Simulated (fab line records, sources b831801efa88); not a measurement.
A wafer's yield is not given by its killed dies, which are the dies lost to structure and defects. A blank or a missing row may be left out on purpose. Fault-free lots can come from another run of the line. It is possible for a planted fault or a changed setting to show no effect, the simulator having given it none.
The tool behind it: which one? | flow sky130 | 72 wafers from 24 lots sampled at 3 of the route's 708 steps

WHAT THE GAUGES SHOWED, per wafer
SKY_LI_CONTACT_CD_MEAS_12: target cd 170 nm. Usual: 169.6 nm for cd nm, sd 1.4.
lot  | measured     | on        | cd nm (nm)        | flag
L074 | day 30 14:11 | cd sem-02 | 169.7 171.2 171.1 |
L075 | day 30 17:03 | cd sem-01 | 167.9 168.7 167.2 |
L076 | day 31 07:38 | cd sem-01 | 171.2 172.7 171.6 |
L077 | day 31 04:11 | cd sem-01 | 171.5 171.5 171.9 |
L078 | day 31 13:17 | cd sem-02 | 168.1 169.5 169.2 |
L079 | day 32 00:25 | cd sem-02 | 168.3 167.9 169.4 |
L080 | day 32 10:13 | cd sem-01 | 171.0 172.2 172.2 |
L081 | day 32 15:44 | cd sem-02 | 169.5 168.5 170.5 |
L082 | day 32 20:31 | cd sem-01 | 167.2 168.5 168.4 |
L083 | day 33 07:44 | cd sem-01 | 169.1 170.4 169.9 |
L084 | day 33 17:20 | cd sem-01 | 172.0 168.9 168.4 |
L085 | day 34 00:50 | cd sem-02 | 166.8 168.5 168.3 |
L086 | day 34 13:29 | cd sem-02 | 169.8 167.9 168.8 |
L087 | day 34 20:20 | cd sem-02 | 169.0 168.1 169.2 |
L088 | day 35 03:04 | cd sem-01 | 168.6 169.7 169.5 |
L089 | day 35 06:23 | cd sem-01 | 170.1 170.5 170.2 |
L090 | day 35 10:04 | cd sem-02 | 168.6 168.6 168.4 |
L091 | day 35 15:29 | cd sem-01 | 169.9 169.6 168.3 |
L092 | day 36 03:07 | cd sem-01 | 169.0 168.7 169.2 |
L093 | day 36 06:50 | cd sem-02 | 168.3 168.3 168.7 |
L094 | day 36 10:41 | cd sem-02 | 171.0 171.5 171.2 |
L095 | day 37 02:52 | cd sem-02 | 170.7 171.4 171.3 |
L096 | day 36 22:13 | cd sem-01 | 169.3 167.7 169.8 |
L097 | day 37 06:26 | cd sem-01 | 169.2 168.8 169.7 |

WHAT TOOL EACH LOT RAN ON (gives the tool, then ch and the chambers of the sampled wafers, and finally the start)
lot  | SKY_FIELD_ISO_ETCH_17           | SKY_POLY_GATE_STRIP_18
L074 | rie si-01 ch 1,2,3, day 2 05:02 | plasma asher-03 ch 0,1, day 17 14:02
L075 | rie si-01 ch 1,2,3, day 2 12:50 | plasma asher-01 ch 0,1, day 17 19:13
L076 | rie si-02 ch 1,2,3, day 2 21:47 | plasma asher-02 ch 0,1, day 18 09:11
L077 | rie si-01 ch 1,2,3, day 2 21:55 | plasma asher-03 ch 0,1, day 18 03:41
L078 | rie si-01 ch 1,2,3, day 3 08:05 | plasma asher-01 ch 0,1, day 18 18:47
L079 | rie si-02 ch 0,2,3, day 3 11:23 | plasma asher-02 ch 0,1, day 19 05:50
L080 | rie si-01 ch 0,3, day 3 14:31   | plasma asher-02 ch 0,1, day 19 12:19
L081 | rie si-01 ch 2,3, day 3 20:19   | plasma asher-01 ch 0, day 19 17:41
L082 | rie si-02 ch 1,3, day 4 00:20   | plasma asher-01 ch 0,1, day 20 01:59
L083 | rie si-01 ch 0,1, day 4 04:55   | plasma asher-01 ch 0,1, day 20 17:30
L084 | rie si-02 ch 1,3, day 4 10:11   | plasma asher-01 ch 0,1, day 21 04:05
L085 | rie si-01 ch 1,2,3, day 4 15:49 | plasma asher-01 ch 0, day 21 15:11
L086 | rie si-02 ch 0,1,2, day 4 23:08 | plasma asher-02 ch 0,1, day 22 03:49
L087 | rie si-02 ch 0,1,3, day 5 02:38 | plasma asher-02 ch 0,1, day 22 09:27
L088 | rie si-01 ch 1,2,3, day 5 08:17 | plasma asher-02 ch 0,1, day 22 17:57
L089 | rie si-01 ch 0,1,3, day 5 13:08 | plasma asher-02 ch 0,1, day 22 23:11
L090 | rie si-01 ch 0,2, day 5 18:50   | plasma asher-03 ch 0,1, day 23 05:44
L091 | rie si-02 ch 0,2, day 5 23:08   | plasma asher-03 ch 0,1, day 23 09:45
L092 | rie si-02 ch 0,1, day 6 05:02   | plasma asher-02 ch 0,1, day 23 20:32
L093 | rie si-01 ch 0,3, day 6 09:56   | plasma asher-02 ch 0,1, day 24 03:47
L094 | rie si-01 ch 0,2,3, day 6 15:23 | plasma asher-01 ch 0,1, day 24 06:20
L095 | rie si-01 ch 0,1,3, day 6 19:43 | plasma asher-03 ch 0,1, day 24 22:42
L096 | rie si-02 ch 0,1,2, day 7 00:08 | plasma asher-02 ch 0,1, day 24 19:44
L097 | rie si-01 ch 2,3, day 7 05:58   | plasma asher-02 ch 0,1, day 25 06:08
- SKY_FIELD_ISO_ETCH_17: etches Si in HBr/Cl2/O2, target depth 342 nm, time 97.7 s.
- SKY_POLY_GATE_STRIP_18: strips in O2/N2.

AS READ BY THE TOOLS THEMSELVES (means over the sampled wafers that have a number; for cases with no such wafer, the mark the record gives instead)
SKY_FIELD_ISO_ETCH_17. Usual: drypump motor current A 5.9 A, standard deviation 0.4; oes product au 1.004 a.u., standard deviation 0.016; throttle valve pct 25.655 %, standard deviation 0.014.
lot  | tool      | drypump motor current A (A) | oes product au (a.u.) | throttle valve pct (%) | flag
L074 | rie si-01 | 5.7                         | 1.016                 | 25.656                 |
L075 | rie si-01 | 5.7                         | 1.020                 | 25.648                 |
L076 | rie si-02 | 5.9                         | 0.994                 | 25.665                 |
L077 | rie si-01 | 5.7                         | 1.009                 | 25.658                 |
L078 | rie si-01 | 5.8                         | 1.009                 | 25.652                 |
L079 | rie si-02 | 6.1                         | 0.991                 | 25.663                 |
L080 | rie si-01 | 6.0                         | 1.005                 | 25.655                 |
L081 | rie si-01 | 6.2                         | 1.024                 | 25.640                 |
L082 | rie si-02 | 5.8                         | 0.998                 | 25.650                 |
L083 | rie si-01 | 5.3                         | 0.993                 | 25.661                 |
L084 | rie si-02 | 5.9                         | 1.000                 | 25.647                 |
L085 | rie si-01 | 5.7                         | 1.017                 | 25.651                 |
L086 | rie si-02 | 6.0                         | 0.989                 | 25.668                 |
L087 | rie si-02 | 6.0                         | 1.002                 | 25.661                 |
L088 | rie si-01 | 5.7                         | 1.022                 | 25.646                 |
L089 | rie si-01 | 5.7                         | 1.007                 | 25.653                 |
L090 | rie si-01 | 5.9                         | 1.006                 | 25.655                 |
L091 | rie si-02 | 6.0                         | 1.001                 | 25.655                 |
L092 | rie si-02 | 6.0                         | 0.986                 | 25.683                 |
L093 | rie si-01 | 6.2                         | 1.013                 | 25.649                 |
L094 | rie si-01 | 6.0                         | 1.010                 | 25.651                 |
L095 | rie si-01 | 5.8                         | 1.008                 | 25.650                 |
L096 | rie si-02 | 6.0                         | 0.991                 | 25.670                 |
L097 | rie si-01 | 6.2                         | 1.019                 | 25.644                 |

SKY_POLY_GATE_STRIP_18. Usual: drypump motor current A 5.7 A, standard deviation 0.47; o2 flow sccm 2999 sccm, standard deviation 10; oes product au 0.360 a.u., standard deviation 0.0054; strip time to endpoint s 3.15 s, standard deviation 0.038.
lot  | tool            | drypump motor current A (A) | o2 flow sccm (sccm) | oes product au (a.u.) | strip time to endpoint s (s) | flag
L074 | plasma asher-03 | 6.5                         | 3008                | 0.354                 | 3.12                         |
L075 | plasma asher-01 | 5.3                         | 2996                | 0.360                 | 3.10                         |
L076 | plasma asher-02 | 5.8                         | 3001                | 0.364                 | 3.17                         |
L077 | plasma asher-03 | 6.2                         | 3001                | 0.354                 | 3.08                         |
L078 | plasma asher-01 | 5.3                         | 2989                | 0.365                 | 3.12                         |
L079 | plasma asher-02 | 5.8                         | 3007                | 0.363                 | 3.18                         |
L080 | plasma asher-02 | 5.8                         | 2996                | 0.359                 | 3.13                         |
L081 | plasma asher-01 | 5.1                         | 2993                | 0.356                 | 3.14                         |
L082 | plasma asher-01 | 5.3                         | 2986                | 0.361                 | 3.15                         |
L083 | plasma asher-01 | 5.4                         | 2997                | 0.364                 | 3.20                         |
L084 | plasma asher-01 | 5.2                         | 3012                | 0.358                 | 3.13                         |
L085 | plasma asher-01 | 5.1                         | 3008                | 0.362                 | 3.14                         |
L086 | plasma asher-02 | 5.6                         | 3003                | 0.361                 | 3.13                         |
L087 | plasma asher-02 | 5.6                         | 3004                | 0.362                 | 3.15                         |
L088 | plasma asher-02 | 5.8                         | 2997                | 0.358                 | 3.12                         |
L089 | plasma asher-02 | 5.6                         | 2999                | 0.364                 | 3.14                         |
L090 | plasma asher-03 | 6.2                         | 2991                | 0.363                 | 3.16                         |
L091 | plasma asher-03 | 6.5                         | 2996                | 0.364                 | 3.16                         |
L092 | plasma asher-02 | 5.8                         | 3011                | 0.362                 | 3.18                         |
L093 | plasma asher-02 | 5.8                         | 3000                | 0.360                 | 3.17                         |
L094 | plasma asher-01 | 5.3                         | 2995                | 0.360                 | 3.11                         |
L095 | plasma asher-03 | 6.2                         | 3000                | 0.356                 | 3.17                         |
L096 | plasma asher-02 | 5.8                         | 3001                | 0.361                 | 3.17                         |
L097 | plasma asher-02 | 5.6                         | 2997                | 0.363                 | 3.18                         |

THE ANSWER, worked out from the rows above alone
Rule: a lot counts as off when the mean over its wafers that have a number is more than 3 standard deviations away from the usual mean. Also off: a lot with no number at a reading for which 4 or more lots have one. The other lots that the step has rows for count as sound. After the gauges, taken in route order, come the tools' own readings; for these a lot's mean is taken, as printed above. At the first step where some lot is off, the reading lying furthest off is the one used; lots without a number count as furthest.
None of the lots is off at any reading shown; this tells nothing.

WHAT THE SIMULATOR HAD PUT IN
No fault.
